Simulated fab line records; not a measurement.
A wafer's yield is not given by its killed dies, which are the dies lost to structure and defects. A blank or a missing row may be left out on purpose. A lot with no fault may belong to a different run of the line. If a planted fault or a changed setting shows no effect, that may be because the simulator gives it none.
fab line records	flow sky130	part 1 of 2: steps 1 to 31 of 46
record lots=5	wafers=15	last-day=48
route steps=708 shown RES_PROTECT@212 POLY_GATE@213 LDD_N@237 LDD_P@255
lots that met no fault: from a run of the same line without faults
start-h: start of the lot's first displayed wafer, in hours after the record's first day	wait-h: time in hours since the lot's previous step	" the same as in the row above	L1.1+2: several wafers, shown together as one row	- no value present, or no start provided	* or withheld: withheld	< > ~ a bound
route shown NAME@n: names a module that has steps shown in the file, with the first one's number in the route	usual: average and standard deviation across the fault-free wafers	same: alike in all rows	chamber/n: place in a boat	sites: readings site by site	_std_site: standard deviation across them	_edge_site: the outer-site mean with the inner-site mean subtracted	radius-mm: for every site, how far away it sits from the centre of the wafer	mask NAME#n: copy n	behind: the most recent tool/chamber to have shaped the wafer	hold: cause of the lot's hold/its duration in hours/its outcome	device: the transistor (n, p or np) that didn't switch	end of line: the same wafers' tests at the end of the route	a step given without rows: its recipe and nothing more	killed: dies that structure and defects cost at the first sort, which is not the same as the wafer's yield	map: dies across one wafer; x = killed, . = not, _ = none there
set.NAME: the setting that was run; set.NAME@STEP: the one run at that earlier step	model.NAME: the simulator's own value behind a step, which no gauge read
certain route steps with their lots: each step a table, each wafer a row
services: from which hour (start-h, from the record's first day; less than 0 if before it) a tool's chamber was out of use, for how many hours, and why
## steps
# step SKY_RES_PROTECT_DEVELOP_06
# recipe resist=NOVOLAK	developer=TMAH	develop-time-s=60	dev-temp-c=23
lot.wafer	tool	chamber	start-h	wait-h
L075.3+4+5	litho-track-01	0	347.77	0.1
L076.2+4+6	litho-track-04	0	349.35	0.1
L081.1+3+6	litho-track-04	0	390.68	0.1
L086.3+4+5	litho-track-02	0	434.10	0.1
L089.1+4+6	litho-track-04	0	466.52	0.1
# step SKY_POLY_GATE_IMPLANT_02
# recipe species=P	energy-kev=30	dose-cm2=7.628e+15	tilt-deg=0
lot.wafer	tool	chamber	start-h	wait-h
L075.3+4+5	implanter-02	0	347.97	0.2
L076.2+4+6	implanter-03	0	349.50	0.1
L081.1+3+6	implanter-03	0	390.83	0.1
L086.3+4+5	implanter-02	0	434.25	0.1
L089.1+4+6	implanter-03	0	466.67	0.1
# step SKY_RES_PROTECT_STRIP_07
# recipe chemistry=O2/N2	power-w=1400	pressure-mtorr=1500	platen-temp-c=withheld	o2-flow-sccm=3000	n2-flow-sccm=300	overash-fraction=0.5
# usual drypump-motor-current-A=5.6/0.45	oes-product-au=0.519/0.0044	strip-time-to-endpoint-s=23.26/0.042
lot.wafer	tool	chamber	start-h	wait-h	drypump-motor-current-A	oes-product-au	rf-hours-counter-h	strip-time-to-endpoint-s
L075.3	plasma-asher-02	1	348.10	0.1	5.5	0.522	-	23.29
L075.4	"	0	"	"	6.0	0.516	-	23.28
L075.5	"	1	"	"	5.5	0.509	-	23.24
L076.2	plasma-asher-01	1	349.63	0.1	5.7	0.520	52	23.28
L076.4	"	1	"	"	5.7	0.520	-	23.22
L076.6	"	0	"	"	6.0	0.514	-	23.31
L081.1	plasma-asher-03	0	390.98	0.1	4.9	0.525	26	23.23
L081.3	"	1	"	"	5.0	0.517	-	23.28
L081.6	"	1	"	"	5.0	0.522	-	23.28
L086.3	plasma-asher-02	1	434.39	0.1	5.5	0.519	-	23.25
L086.4	"	0	"	"	6.1	0.515	-	23.21
L086.5	"	1	"	"	5.5	0.515	-	23.24
L089.1	plasma-asher-02	1	466.82	0.1	5.5	0.514	4	23.24
L089.4	"	1	"	"	5.5	0.520	-	23.27
L089.6	"	0	"	"	6.1	0.511	-	23.28
# step SKY_RES_PROTECT_TW_MEAS_08
# usual POLY_GATE_TW=4025/23
lot.wafer	tool	chamber	start-h	wait-h	POLY_GATE_TW
L075.3	film-metro-02	-	348.19	0.1	4061
L075.4	"	-	"	"	4051
L075.5	"	-	"	"	4051
L076.2	film-metro-03	-	349.74	0.1	4012
L076.4	"	-	"	"	4009
L076.6	"	-	"	"	4024
L081.1	film-metro-02	-	391.08	0.1	4037
L081.3	"	-	"	"	4001
L081.6	"	-	"	"	4014
L086.3	film-metro-03	-	434.47	0.1	4048
L086.4	"	-	"	"	4040
L086.5	"	-	"	"	4029
L089.1	film-metro-04	-	466.92	0.1	4027
L089.4	"	-	"	"	4021
L089.6	"	-	"	"	4027
# step SKY_RES_PROTECT_CLEAN_09
# recipe chemistry=SC1/SC2	mix=1:4:20	temp-c=70	time-s=150	dry=n2-spin
lot.wafer	tool	chamber	start-h	wait-h
L075.3+4+5	wet-bench-03	2	348.23	0.0
L076.2+4+6	wet-bench-04	1	349.79	0.0
L081.1+3+6	wet-bench-03	2	391.14	0.1
L086.3+4+5	wet-bench-04	3	434.51	0.0
L089.1+4+6	wet-bench-04	3	466.98	0.1
# step SKY_POLY_GATE_CVD_03
# recipe material=Si3N4	precursor=DCS/NH3	target-thk-nm=75	temp-c=770	time-s=1290	pressure-mtorr=250
# usual zone-power-lower-pct=13.7/1.6	zone-power-upper-pct=13.6/0.61
lot.wafer	tool	chamber	start-h	wait-h	zone-power-lower-pct	zone-power-upper-pct
L075.3	lpcvd-02	0	348.97	0.7	11.7	14.3
L075.4	"	0	"	"	12.0	14.2
L075.5	"	0	"	"	11.9	14.5
L076.2	lpcvd-02	1	350.33	0.5	14.8	13.2
L076.4	"	1	"	"	15.2	13.2
L076.6	"	1	"	"	15.0	13.1
L081.1	lpcvd-02	1	391.19	0.0	15.2	13.0
L081.3	"	1	"	"	15.1	13.2
L081.6	"	1	"	"	14.9	13.2
L086.3	lpcvd-02	0	434.56	0.0	11.7	14.6
L086.4	"	0	"	"	11.6	14.3
L086.5	"	0	"	"	11.8	14.1
L089.1	lpcvd-02	1	467.03	0.0	15.2	12.9
L089.4	"	1	"	"	14.9	13.1
L089.6	"	1	"	"	15.0	13.1
# step SKY_POLY_GATE_THK_MEAS_04
# recipe reads=Si3N4_of_POLY_GATE_CVD_03
# usual POLY_GATE_CVD_03_THK=75.3/0.62
lot.wafer	tool	chamber	start-h	wait-h	POLY_GATE_CVD_03_THK[nm]
L075.3	film-metro-03	-	350.35	0.0	74.6
L075.4	"	-	"	"	75.4
L075.5	"	-	"	"	75.3
L076.2	film-metro-03	-	351.70	0.0	75.4
L076.4	"	-	"	"	75.3
L076.6	"	-	"	"	75.7
L081.1	film-metro-02	-	392.54	0.0	76.0
L081.3	"	-	"	"	75.9
L081.6	"	-	"	"	76.2
L086.3	film-metro-01	-	435.94	0.0	75.0
L086.4	"	-	"	"	75.4
L086.5	"	-	"	"	74.7
L089.1	film-metro-02	-	468.39	0.0	75.4
L089.4	"	-	"	"	75.2
L089.6	"	-	"	"	75.1
# step SKY_POLY_GATE_DEHYDRATE_05
# recipe temp-c=200	time-s=60
lot.wafer	tool	chamber	start-h	wait-h
L075.3+4+5	litho-track-03	0	363.41	13.1
L076.2+4+6	litho-track-01	0	365.40	13.7
L081.1+3+6	litho-track-01	0	406.97	14.4
L086.3+4+5	litho-track-01	0	449.92	14.0
L089.1+4+6	litho-track-03	0	482.51	14.1
# step SKY_POLY_GATE_HMDS_06
# recipe prime-time-s=60	prime-temp-c=120
lot.wafer	tool	chamber	start-h	wait-h
L075.3+4+5	litho-track-03	0	363.56	0.1
L076.2+4+6	litho-track-01	0	365.55	0.1
L081.1+3+6	litho-track-01	0	407.12	0.1
L086.3+4+5	litho-track-01	0	450.07	0.1
L089.1+4+6	litho-track-03	0	482.66	0.1
# step SKY_POLY_GATE_COAT_07
# recipe resist=BARC	temp-c=withheld	time-s=withheld	spin-rpm=3000	resist-thk-nm=110
lot.wafer	tool	chamber	start-h	wait-h
L075.3+4+5	litho-track-03	0	363.71	0.1
L076.2+4+6	litho-track-01	0	365.70	0.1
L081.1+3+6	litho-track-01	0	407.27	0.1
L086.3+4+5	litho-track-01	0	450.22	0.1
L089.1+4+6	litho-track-03	0	482.81	0.1
# step SKY_POLY_GATE_COAT_08
# recipe resist=KrF-thick	spin-rpm=3000	resist-thk-nm=450
lot.wafer	tool	chamber	start-h	wait-h
L075.3+4+5	litho-track-03	0	-	-
L076.2+4+6	litho-track-01	0	-	-
L081.1+3+6	litho-track-01	0	-	-
L086.3+4+5	litho-track-01	0	-	-
L089.1+4+6	litho-track-03	0	-	-
# step SKY_POLY_GATE_SOFTBAKE_09
# recipe temp-c=100	time-s=90	resist=KrF-thick
lot.wafer	tool	chamber	start-h	wait-h
L075.3+4+5	litho-track-03	0	-	-
L076.2+4+6	litho-track-01	0	-	-
L081.1+3+6	litho-track-01	0	-	-
L086.3+4+5	litho-track-01	0	-	-
L089.1+4+6	litho-track-03	0	-	-
# step SKY_POLY_GATE_EXPOSE_10
# recipe mask-id=P1M	na=0.68	source-shape=conventional	sigma-outer=0.6	target-cd-nm=150	dose-mj=28
lot.wafer	tool	chamber	start-h	wait-h	mask
L075.3+4+5	krf-scanner-02	0	-	-	P1M#0
L076.2+4+6	krf-scanner-02	0	-	-	P1M#0
L081.1+3+6	krf-scanner-02	0	-	-	P1M#0
L086.3+4+5	krf-scanner-01	0	-	-	P1M#0
L089.1+4+6	krf-scanner-02	0	-	-	P1M#0
# step SKY_POLY_GATE_PEB_11
# recipe peb-temp-c=withheld	peb-time-s=withheld	resist=KrF-thick
lot.wafer	tool	chamber	start-h	wait-h
L075.3+4+5	litho-track-03	0	-	-
L076.2+4+6	litho-track-04	0	-	-
L081.1+3+6	litho-track-04	0	-	-
L086.3+4+5	litho-track-03	0	-	-
L089.1+4+6	litho-track-03	0	-	-
# step SKY_POLY_GATE_DEVELOP_12
# recipe develop-time-s=60	resist=KrF-thick	dev-temp-c=21
lot.wafer	tool	chamber	start-h	wait-h
L075.3+4+5	litho-track-03	0	-	-
L076.2+4+6	litho-track-04	0	-	-
L081.1+3+6	litho-track-04	0	-	-
L086.3+4+5	litho-track-03	0	-	-
L089.1+4+6	litho-track-03	0	-	-
# step SKY_POLY_GATE_CD_MEAS_13
# recipe target-cd-nm=150
# usual cd-nm=150.1/1.1
lot.wafer	tool	chamber	start-h	wait-h	cd-nm
L075.3	cd-sem-01	-	378.40	-	149.3
L075.4	"	-	"	"	149.4
L075.5	"	-	"	"	148.7
L076.2	cd-sem-02	-	380.20	-	149.0
L076.4	"	-	"	"	148.0
L076.6	"	-	"	"	148.7
L081.1	cd-sem-01	-	421.83	-	149.5
L081.3	"	-	"	"	150.4
L081.6	"	-	"	"	148.7
L086.3	cd-sem-01	-	466.50	-	150.1
L086.4	"	-	"	"	149.3
L086.5	"	-	"	"	148.2
L089.1	cd-sem-02	-	499.01	-	148.4
L089.4	"	-	"	"	148.1
L089.6	"	-	"	"	150.5
# step SKY_POLY_GATE_OVL_MEAS_14
# usual POLY_GATE_OVL=2/5.3
lot.wafer	tool	chamber	start-h	wait-h	POLY_GATE_OVL[nm]
L075.3	overlay-01	-	378.50	0.1	2
L075.4	"	-	"	"	-1
L075.5	"	-	"	"	3
L076.2	overlay-01	-	380.30	0.1	2
L076.4	"	-	"	"	5
L076.6	"	-	"	"	7
L081.1	overlay-02	-	421.95	0.1	4
L081.3	"	-	"	"	4
L081.6	"	-	"	"	-2
L086.3	overlay-01	-	466.59	0.1	-5
L086.4	"	-	"	"	0
L086.5	"	-	"	"	-9
L089.1	overlay-01	-	499.13	0.1	6
L089.4	"	-	"	"	10
L089.6	"	-	"	"	8
# step SKY_POLY_GATE_ETCH_15
# recipe chemistry=N2/H2	target=BARC	ion-energy-ev=200	source-w=500	bias-w=100	pressure-mtorr=30	n2-flow-sccm=100	h2-flow-sccm=200	stop-on=SiO2	time-s=118.5	target-depth-a=1100
# usual drypump-motor-current-A=5.78/0.29	oes-product-au=0.715/0.0048	throttle-valve-pct=13.213/0.008
lot.wafer	tool	chamber	start-h	wait-h	drypump-motor-current-A	oes-product-au	rf-hours-counter-h	throttle-valve-pct
L075.3	rie-diel-01	0	378.52	0.0	6.21	0.715	3	13.213
L075.4	"	0	"	"	6.20	0.709	-	13.207
L075.5	"	1	"	"	5.72	0.708	-	13.210
L076.2	rie-diel-03	3	380.33	0.0	5.62	0.713	71	13.228
L076.4	"	1	"	"	6.03	0.716	24	13.219
L076.6	"	3	"	"	5.60	0.722	-	13.206
L081.1	rie-diel-02	2	421.98	0.0	5.50	0.715	87	13.213
L081.3	"	0	"	"	5.75	0.711	21	13.216
L081.6	"	1	"	"	5.96	0.714	-	13.211
L086.3	rie-diel-01	0	466.62	0.0	6.23	0.716	5	13.219
L086.4	"	3	"	"	5.96	0.717	13	13.210
L086.5	"	3	"	"	5.98	0.711	-	13.211
L089.1	rie-diel-02	2	499.17	0.0	5.49	0.718	88	13.222
L089.4	"	3	"	"	5.15	0.721	26	13.213
L089.6	"	0	"	"	5.79	0.717	-	13.224
# step SKY_POLY_GATE_ETCH_16
# recipe stop-on=poly-Si	chemistry=CH3F/O2	target=Si3N4	source-w=400	bias-w=80	pressure-mtorr=25	ch3f-flow-sccm=40	O2_flow_sccm=30	time-s=151.2	target-depth-a=750
# usual drypump-motor-current-A=5.77/0.29	oes-product-au=0.639/0.0051	throttle-valve-pct=10.536/0.01
lot.wafer	tool	chamber	start-h	wait-h	drypump-motor-current-A	oes-product-au	rf-hours-counter-h	throttle-valve-pct
L075.3	rie-diel-01	0	378.60	0.0	6.21	0.627	3	10.544
L075.4	"	0	"	"	6.22	0.640	-	10.528
L075.5	"	1	"	"	5.72	0.647	-	10.550
L076.2	rie-diel-03	3	380.41	0.0	5.58	0.638	71	10.541
L076.4	"	1	"	"	6.02	0.647	24	10.531
L076.6	"	3	"	"	5.60	0.639	-	10.548
L081.1	rie-diel-02	2	422.06	0.0	5.48	0.642	87	10.549
L081.3	"	0	"	"	5.76	0.639	21	10.548
L081.6	"	1	"	"	5.94	0.641	-	10.525
L086.3	rie-diel-01	0	466.70	0.0	6.22	0.640	5	10.542
L086.4	"	3	"	"	5.98	0.640	13	10.539
L086.5	"	3	"	"	5.98	0.636	-	10.538
L089.1	rie-diel-02	2	499.25	0.0	5.50	0.641	88	10.535
L089.4	"	3	"	"	5.15	0.643	26	10.538
L089.6	"	0	"	"	5.81	0.635	-	10.543
# step SKY_POLY_GATE_ETCH_17
# recipe target-depth-nm=180	stop-on=SiO2	over-etch-frac=0.56667	chemistry=HBr/Cl2	target=poly-Si	icp-w=400	bias-w=100	pressure-mtorr=10	HBr_flow_sccm=150	Cl2_flow_sccm=50	time-s=70.5
# usual drypump-motor-current-A=5.7/0.4	oes-product-au=0.991/0.008	throttle-valve-pct=33.685/0.0094
# same over-etch-frac=0.56667
lot.wafer	tool	chamber	start-h	wait-h	drypump-motor-current-A	oes-product-au	rf-hours-counter-h	throttle-valve-pct
L075.3	rie-si-02	1	378.71	0.1	5.5	0.987	3.3	33.691
L075.4	"	0	"	"	5.2	0.998	3.4	33.689
L075.5	"	1	"	"	5.5	1.000	-	33.692
L076.2	rie-si-02	1	380.51	0.0	5.5	1.001	3.4	33.685
L076.4	"	0	"	"	5.2	0.999	3.5	33.683
L076.6	"	2	"	"	5.6	0.997	-	33.670
L081.1	rie-si-02	0	422.16	0.0	5.2	0.996	4.2	33.687
L081.3	"	1	"	"	5.5	0.992	4.1	33.691
L081.6	"	1	"	"	5.5	0.982	-	33.655
L086.3	rie-si-01	2	466.80	0.0	6.1	0.986	2.7	33.706
L086.4	"	3	"	"	5.4	0.988	1.7	33.691
L086.5	"	1	"	"	6.6	0.989	-	33.680
L089.1	rie-si-01	0	499.35	0.0	5.6	0.992	0.3	33.685
L089.4	"	2	"	"	6.1	1.005	2.8	33.686
L089.6	"	1	"	"	6.6	0.984	-	33.677
# step SKY_POLY_GATE_STRIP_18
# recipe chemistry=O2/N2	power-w=1400	pressure-mtorr=1500	platen-temp-c=withheld	o2-flow-sccm=3000	n2-flow-sccm=300	overash-fraction=0.5
# usual drypump-motor-current-A=5.5/0.41	oes-product-au=0.358/0.0044	strip-time-to-endpoint-s=3.11/0.043
lot.wafer	tool	chamber	start-h	wait-h	drypump-motor-current-A	oes-product-au	rf-hours-counter-h	strip-time-to-endpoint-s
L075.3	plasma-asher-04	1	378.80	0.1	5.7	0.358	-	3.13
L075.4	"	0	"	"	5.7	0.357	-	3.11
L075.5	"	1	"	"	5.7	0.361	-	3.16
L076.2	plasma-asher-03	1	380.57	0.0	5.0	0.367	24	3.17
L076.4	"	1	"	"	5.0	0.355	-	3.09
L076.6	"	0	"	"	4.8	0.353	-	3.16
L081.1	plasma-asher-04	1	422.22	0.0	5.7	0.364	73	3.09
L081.3	"	1	"	"	5.7	0.356	-	3.08
L081.6	"	1	"	"	5.7	0.356	-	3.14
L086.3	plasma-asher-01	0	466.89	0.1	6.0	0.363	-	3.14
L086.4	"	1	"	"	5.7	0.351	-	3.08
L086.5	"	0	"	"	6.0	0.359	-	3.10
L089.1	plasma-asher-01	1	499.40	0.0	5.7	0.359	67	3.13
L089.4	"	0	"	"	6.0	0.360	-	3.13
L089.6	"	1	"	"	5.7	0.349	-	3.12
# step SKY_POLY_GATE_CLEAN_19
# recipe chemistry=SC1/SC2	mix=1:4:20	temp-c=70	time-s=150	dry=n2-spin
lot.wafer	tool	chamber	start-h	wait-h
L075.3+4+5	wet-bench-01	3	378.87	0.0
L076.2+4+6	wet-bench-02	3	380.67	0.1
L081.1+3+6	wet-bench-03	3	422.32	0.1
L086.3+4+5	wet-bench-02	0	466.98	0.1
L089.1+4+6	wet-bench-03	1	499.50	0.1
# step SKY_POLY_GATE_OXIDATION_20
# recipe temp-c=850	ambient=O2	stabilise-s=600	purge-s=300	target-thk-a=40	ox-time-s=899
# usual tube-center-temp-C=850/0.08	zone-power-lower-pct=15.3/1.9	zone-power-upper-pct=15.5/1.1
lot.wafer	tool	chamber	start-h	wait-h	tube-center-temp-C	zone-power-lower-pct	zone-power-upper-pct
L075.3	furnace-01	0	381.38	2.5	849.9	17.3	16.6
L075.4	"	0	"	"	849.96	17.3	16.7
L075.5	"	0	"	"	849.89	17.3	16.5
L076.2	furnace-01	0	381.38	0.7	849.92	17.4	16.7
L076.4	"	0	"	"	850.09	17.3	16.8
L076.6	"	0	"	"	849.94	17.5	16.9
L081.1	furnace-01	0	425.57	3.2	850.04	17.3	17.1
L081.3	"	0	"	"	849.86	17.2	16.6
L081.6	"	0	"	"	850.07	17.3	16.6
L086.3	furnace-02	0	467.03	0.0	850.03	13.5	14.3
L086.4	"	0	"	"	850.03	13.8	14.4
L086.5	"	0	"	"	849.94	13.5	14.4
L089.1	furnace-02	0	499.56	0.0	849.93	13.6	14.5
L089.4	"	0	"	"	849.88	13.5	14.4
L089.6	"	0	"	"	849.9	13.2	14.8
# step SKY_POLY_GATE_THK_MEAS_21
# recipe reads=SiO2_of_POLY_GATE_OXIDATION_20
# usual POLY_GATE_OXIDATION_THK=4.02/0.083
lot.wafer	tool	chamber	start-h	wait-h	POLY_GATE_OXIDATION_THK[nm]
L076.2	film-metro-01	-	382.64	0.0	4.14
L076.4	"	-	"	"	4.17
L076.6	"	-	"	"	4.03
L075.3	film-metro-02	-	382.65	0.0	3.94
L075.4	"	-	"	"	4.04
L075.5	"	-	"	"	4.06
L081.1	film-metro-03	-	426.82	0.0	4.02
L081.3	"	-	"	"	4.09
L081.6	"	-	"	"	3.99
L086.3	film-metro-02	-	468.29	0.0	3.90
L086.4	"	-	"	"	4.04
L086.5	"	-	"	"	3.96
L089.1	film-metro-01	-	500.81	0.0	4.19
L089.4	"	-	"	"	4.17
L089.6	"	-	"	"	4.17
# step SKY_POLY_GATE_CD_MEAS_22
# usual cd-nm=150.6/2.5
lot.wafer	tool	chamber	start-h	wait-h	cd-nm
L076.2	cd-sem-02	-	382.72	0.1	152.9
L076.4	"	-	"	"	147.2
L076.6	"	-	"	"	152.4
L075.3	cd-sem-01	-	382.75	0.1	147.9
L075.4	"	-	"	"	146.3
L075.5	"	-	"	"	151.7
L081.1	cd-sem-01	-	426.88	0.1	150.6
L081.3	"	-	"	"	149.2
L081.6	"	-	"	"	153.1
L086.3	cd-sem-02	-	468.39	0.1	150.0
L086.4	"	-	"	"	149.9
L086.5	"	-	"	"	147.7
L089.1	cd-sem-01	-	500.87	0.1	148.6
L089.4	"	-	"	"	146.8
L089.6	"	-	"	"	146.0
# step SKY_LDD_N_DEHYDRATE_00
# recipe temp-c=200	time-s=60
lot.wafer	tool	chamber	start-h	wait-h
L075.3+4+5	litho-track-01	0	396.27	13.5
L076.2+4+6	litho-track-03	0	396.39	13.6
L081.1+3+6	litho-track-02	0	441.30	14.4
L086.3+4+5	litho-track-01	0	483.17	14.8
L089.1+4+6	litho-track-02	0	515.50	14.6
# step SKY_LDD_N_HMDS_01
# recipe prime-time-s=60	prime-temp-c=120
lot.wafer	tool	chamber	start-h	wait-h
L075.3+4+5	litho-track-01	0	396.42	0.1
L076.2+4+6	litho-track-03	0	396.54	0.1
L081.1+3+6	litho-track-02	0	441.45	0.1
L086.3+4+5	litho-track-01	0	483.32	0.1
L089.1+4+6	litho-track-02	0	515.65	0.1
# step SKY_LDD_N_COAT_02
# recipe resist=NOVOLAK	spin-rpm=3000	resist-thk-nm=300
lot.wafer	tool	chamber	start-h	wait-h
L075.3+4+5	litho-track-01	0	396.57	0.1
L076.2+4+6	litho-track-03	0	396.69	0.1
L081.1+3+6	litho-track-02	0	441.60	0.1
L086.3+4+5	litho-track-01	0	483.47	0.1
L089.1+4+6	litho-track-02	0	515.80	0.1
# step SKY_LDD_N_SOFTBAKE_03
# recipe temp-c=90	time-s=60	resist=NOVOLAK
lot.wafer	tool	chamber	start-h	wait-h
L075.3+4+5	litho-track-01	0	396.72	0.1
L076.2+4+6	litho-track-03	0	396.84	0.1
L081.1+3+6	litho-track-02	0	441.75	0.1
L086.3+4+5	litho-track-01	0	483.62	0.1
L089.1+4+6	litho-track-02	0	515.95	0.1
# step SKY_LDD_N_EXPOSE_04
# recipe mask-id=NTM	target-cd-nm=840	na=0.6	source-shape=conventional	sigma-outer=0.6	dose-mj=110
lot.wafer	tool	chamber	start-h	wait-h	mask
L075.3+4+5	iline-stepper-01	0	-	-	NTM#0
L076.2+4+6	iline-stepper-02	0	-	-	NTM#0
L081.1+3+6	iline-stepper-02	0	-	-	NTM#0
L086.3+4+5	iline-stepper-02	0	-	-	NTM#0
L089.1+4+6	iline-stepper-01	0	-	-	NTM#0
# step SKY_LDD_N_PEB_05
# recipe temp-c=withheld	time-s=*	resist=NOVOLAK
lot.wafer	tool	chamber	start-h	wait-h
L075.3+4+5	litho-track-01	0	-	-
L076.2+4+6	litho-track-01	0	-	-
L081.1+3+6	litho-track-02	0	-	-
L086.3+4+5	litho-track-03	0	-	-
L089.1+4+6	litho-track-02	0	-	-
